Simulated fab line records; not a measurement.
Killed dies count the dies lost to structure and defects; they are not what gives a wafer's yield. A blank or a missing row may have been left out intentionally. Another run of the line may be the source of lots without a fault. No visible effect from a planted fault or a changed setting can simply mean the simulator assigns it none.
2 desks, one fault + flow sky130 + numbers are kept per desk, each desk with only its own; the story behind them comes last

AT THE METROLOGY DESK
What the gauges read, lot by lot, whatever tool the lot ran on: means of the sampled wafers that have a number. Any lot whose mean is over 4 standard deviations away from the usual mean is out of limits and marked OUT; that distance is given in the brackets.
Columns: A = cd_nm at SKY_VT_ADJUST_HVTP_CD_MEAS_07, usual 381.3 nm; B = VT_ADJUST_HVTR_OVL at SKY_VT_ADJUST_HVTR_OVL_MEAS_08, usual 0.4 nm; C = VT_ADJUST_PCH_TW at SKY_VT_ADJUST_PCH_TW_MEAS_10, usual 143.4
| lot  | first seen here | A     | B    | C                |
|------|-----------------|-------|------|------------------|
| L656 | day 6 03:25     | 384.5 | 1.8  | 141.8            |
| L657 | day 6 12:25     | 379.0 | 0.6  | 147.4            |
| L660 | day 7 15:53     | 375.4 | -0.1 | 118.0 (-9.8) OUT |
| L661 | day 8 00:05     | 378.4 | 1.7  | 113.5 (-12) OUT  |
| L667 | day 9 22:40     | 383.4 | 0.5  | 146.1            |
| L669 | day 10 03:16    | 382.0 | -0.1 | 145.9            |
| L670 | day 10 08:15    | 380.7 | 0.4  | 146.1            |
| L674 | day 11 03:41    | 383.7 | 1.9  | 141.5            |
| L675 | day 11 10:01    | 385.0 | -2.8 | 141.2            |
| L676 | day 11 10:19    | 381.8 | 0.5  | 146.7            |
| L677 | day 11 19:37    | 380.4 | -0.5 | 141.3            |
| L678 | day 12 02:01    | 378.7 | 1.8  | 142.2            |
This desk's finding: out of limits on L660, L661; first on L660, day 12 08:32 (VT_ADJUST_PCH_TW at SKY_VT_ADJUST_PCH_TW_MEAS_10). L656, L657, L667, L669, L670, L674, L675, L676, L677, L678 stayed within limits.

AT THE TOOL OWNER'S DESK: implanter-01
SKY_VT_ADJUST_PCH_IMPLANT_08, tool's own readings: per-lot mean of the sampled wafers with a number, covering each lot this tool ran. Any lot whose mean is over 4 standard deviations away from the usual mean is out of limits and marked OUT; that distance is given in the brackets.
Columns: A = dose_ions_cm2 at SKY_VT_ADJUST_PCH_IMPLANT_08, usual 5e+11; B = faraday_current_uA at SKY_VT_ADJUST_PCH_IMPLANT_08, usual 2.83
| lot  | first seen here | A                       | B              |
|------|-----------------|-------------------------|----------------|
| L656 | day 10 09:00    | 5e+11                   | 2.82           |
| L657 | day 10 21:01    | 5e+11                   | 2.89           |
| L660 | day 12 08:19    | 2e+11 (-99 or more) OUT | 1.19 (-30) OUT |
| L661 | day 12 16:49    | 2e+11 (-99 or more) OUT | 1.21 (-30) OUT |
This desk's finding: out of limits on L660, L661; first on L660, day 12 08:19 (dose_ions_cm2 at SKY_VT_ADJUST_PCH_IMPLANT_08). L656, L657 stayed within limits.

BROUGHT TOGETHER
The tool owner's desk could have raised an alarm at day 12 08:19, on L660, L661.
L660, L661 would have let the metrology desk raise an alarm at day 12 08:32.
The lots listed all ran SKY_VT_ADJUST_PCH_IMPLANT_08 on implanter-01.

WHAT WAS PUT IN BY THE SIMULATOR
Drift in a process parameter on implanter-01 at SKY_VT_ADJUST_PCH_IMPLANT_08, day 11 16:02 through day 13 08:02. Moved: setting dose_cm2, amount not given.
Lots struck among those shown: L660, L661.
Time in hours from fault onset to the first out-of-limits reading at each desk: tool owner's desk 16, metrology desk 16.
